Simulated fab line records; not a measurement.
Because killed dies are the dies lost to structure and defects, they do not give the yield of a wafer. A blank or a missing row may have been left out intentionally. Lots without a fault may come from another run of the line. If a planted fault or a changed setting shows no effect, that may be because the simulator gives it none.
Which tool was responsible? -- flow sky130 -- 18 wafers from 6 lots sampled at 3 of the route's 708 steps

== WHAT THE GAUGES READ, wafer by wafer ==
SKY_VT_ADJUST_NCORE_CD_MEAS_07: target cd 380 nm.
lot,measured,on,cd nm (nm)
L524,day 9 00:00,cd sem-01,378.3 377.1 379.4
L527,day 9 15:32,cd sem-02,381.2 382.5 379.3
L529,day 10 10:50,cd sem-01,382.0 382.0 382.7
L531,day 10 19:38,cd sem-01,381.9 382.5 380.9
L533,day 11 16:01,cd sem-01,384.3 383.7 382.8
L545,day 15 03:11,cd sem-01,371.6 370.3 372.3

== WHICH TOOL RAN EACH LOT (tool, then ch and the chambers of the sampled wafers, then the start) ==
lot,SKY_VT_ADJUST_LVTN_STRIP_09,SKY_VT_ADJUST_NCORE_DEVELOP_06
L524,"plasma asher-04 ch 1, day 7 06:53","litho track-01 ch 0, day 8 23:51"
L527,"plasma asher-04 ch 0,1, day 7 21:08","litho track-04 ch 0, day 9 15:23"
L529,"plasma asher-02 ch 0,1, day 8 14:31","litho track-02 ch 0, day 10 10:41"
L531,"plasma asher-02 ch 0,1, day 8 22:32","litho track-02 ch 0, day 10 19:29"
L533,"plasma asher-01 ch 0,1, day 9 18:16","litho track-02 ch 0, day 11 15:52"
L545,"plasma asher-02 ch 0,1, day 12 21:50","litho track-02 ch 0, day 15 03:02"
- SKY_VT_ADJUST_LVTN_STRIP_09: strips in O2/N2.
- SKY_VT_ADJUST_NCORE_DEVELOP_06: develop time 60 s.

== THE ANSWER, worked out from the rows above alone ==
Rule: the usual values come from the lots themselves. The widest of any qualifying gaps counts: lots, ordered by their means at a reading, are off when they make up no more than a third of the lots, leave a main group of 4 or more, and stand apart from it by 3 or more times the standard deviation of that group's means. A main group is skipped when, at the precision printed for the reading in the tables above, its means are all equal. A lot without any number at a reading at which 4 lots or more have one is off too. The other lots that the step has rows for count as sound.
Off: L545 (SKY_VT_ADJUST_NCORE_CD_MEAS_07, cd nm). The main group: mean 381.4 nm, standard deviation 1.8.
If a tool, at a process step before that reading, ran all the lots that are off and no sound lot after the first of them, it fits. Gauges at SKY_VT_ADJUST_NCORE_CD_MEAS_07: tried the same way as those tools. Can't be told from this: 3 tools fit, plasma asher-02 at SKY_VT_ADJUST_LVTN_STRIP_09, litho track-02 at SKY_VT_ADJUST_NCORE_DEVELOP_06, cd sem-01 at SKY_VT_ADJUST_NCORE_CD_MEAS_07.

== WHAT THE SIMULATOR PUT IN ==
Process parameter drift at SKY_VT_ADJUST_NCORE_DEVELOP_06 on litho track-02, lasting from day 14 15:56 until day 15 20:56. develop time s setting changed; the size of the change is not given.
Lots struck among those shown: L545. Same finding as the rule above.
